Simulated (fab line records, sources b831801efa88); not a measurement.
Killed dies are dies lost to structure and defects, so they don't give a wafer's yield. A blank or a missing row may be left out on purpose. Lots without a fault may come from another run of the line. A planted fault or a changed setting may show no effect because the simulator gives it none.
One fault seen from 2 desks | flow sky130 | each desk has only its own numbers; what lay behind them comes last

THE TOOL OWNER'S DESK: implanter-01
The tool's own readings at SKY_LDD_N_IMPLANT_10: means of the sampled wafers that have a number, for each lot that ran on this tool. A lot is out of limits, marked OUT, if its mean lies more than 4 standard deviations from the usual mean; the brackets give that distance.
Columns: A = beam_energy_keV at SKY_LDD_N_IMPLANT_10, usual 19.998; B = beam_on_s at SKY_LDD_N_IMPLANT_10, usual 9.98 s; C = dose_ions_cm2 at SKY_LDD_N_IMPLANT_10, usual 7.502e+13; D = end_station_pressure_torr at SKY_LDD_N_IMPLANT_10, usual 5.31e-06 Torr; E = faraday_current_uA at SKY_LDD_N_IMPLANT_10, usual 423
lot  | first seen here | A                        | B                | C         | D        | E
L605 | day 19 23:54    | 20.007                   | 10.06            | 7.495e+13 | 5.58e-06 | 420
L607 | day 20 21:17    | 19.996                   | 10.03            | 7.494e+13 | 5.25e-06 | 419
L608 | day 21 07:43    | 17.292 (-99 or more) OUT | 11.60 (+7.7) OUT | 7.506e+13 | 5.34e-06 | 365 (-6.6) OUT
L610 | day 21 18:08    | 17.295 (-99 or more) OUT | 11.37 (+6.6) OUT | 7.497e+13 | 5.15e-06 | 371 (-5.9) OUT
L613 | day 22 22:34    | 17.287 (-99 or more) OUT | 11.72 (+8.3) OUT | 7.505e+13 | 5.07e-06 | 359 (-7.2) OUT
L620 | day 25 07:42    | 19.996                   | 10.08            | 7.507e+13 | 5.42e-06 | 420
This desk's finding: out of limits on L608, L610, L613; first on L608, day 21 07:43 (beam_energy_keV at SKY_LDD_N_IMPLANT_10). In limits: L605, L607, L620.

THE METROLOGY DESK
What the gauges read, lot by lot, whatever tool the lot ran on: means of the sampled wafers that have a number. A lot is out of limits, marked OUT, if its mean lies more than 4 standard deviations from the usual mean; the brackets give that distance.
Columns: A = SONOS_ONO_CVD_04_THK at SKY_SONOS_ONO_THK_MEAS_05, usual 5.72 nm
lot  | first seen here | A
L601 | day 11 23:38    | 5.68
L603 | day 12 22:30    | 5.67
L605 | day 13 08:31    | 5.54
L607 | day 14 06:53    | 5.79
L608 | day 14 12:18    | 5.63
L610 | day 14 23:50    | 5.73
L612 | day 15 22:53    | 5.67
L613 | day 16 04:26    | 5.64
L620 | day 18 08:55    | 5.72
L621 | day 18 16:26    | 5.84
L623 | day 19 08:16    | 5.93
This desk's finding: nothing out of limits on any of the 11 lots.

PUT TOGETHER
The tool owner's desk could have raised an alarm at day 21 07:43, on L608, L610, L613.
The metrology desk saw nothing out of limits.
The metrology desk has L608, L610, L613 on record, within its limits.
Of the lots named, all ran SKY_LDD_N_IMPLANT_10 on implanter-01.

WHAT THE SIMULATOR HAD PUT IN
Process parameter drift: implanter-01, from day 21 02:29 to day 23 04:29, at SKY_LDD_N_IMPLANT_10. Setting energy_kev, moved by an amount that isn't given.
Lots struck among those shown: L608, L610, L613.
Hours from the fault's start to each desk's first reading out of limits: the tool owner's desk, 5.
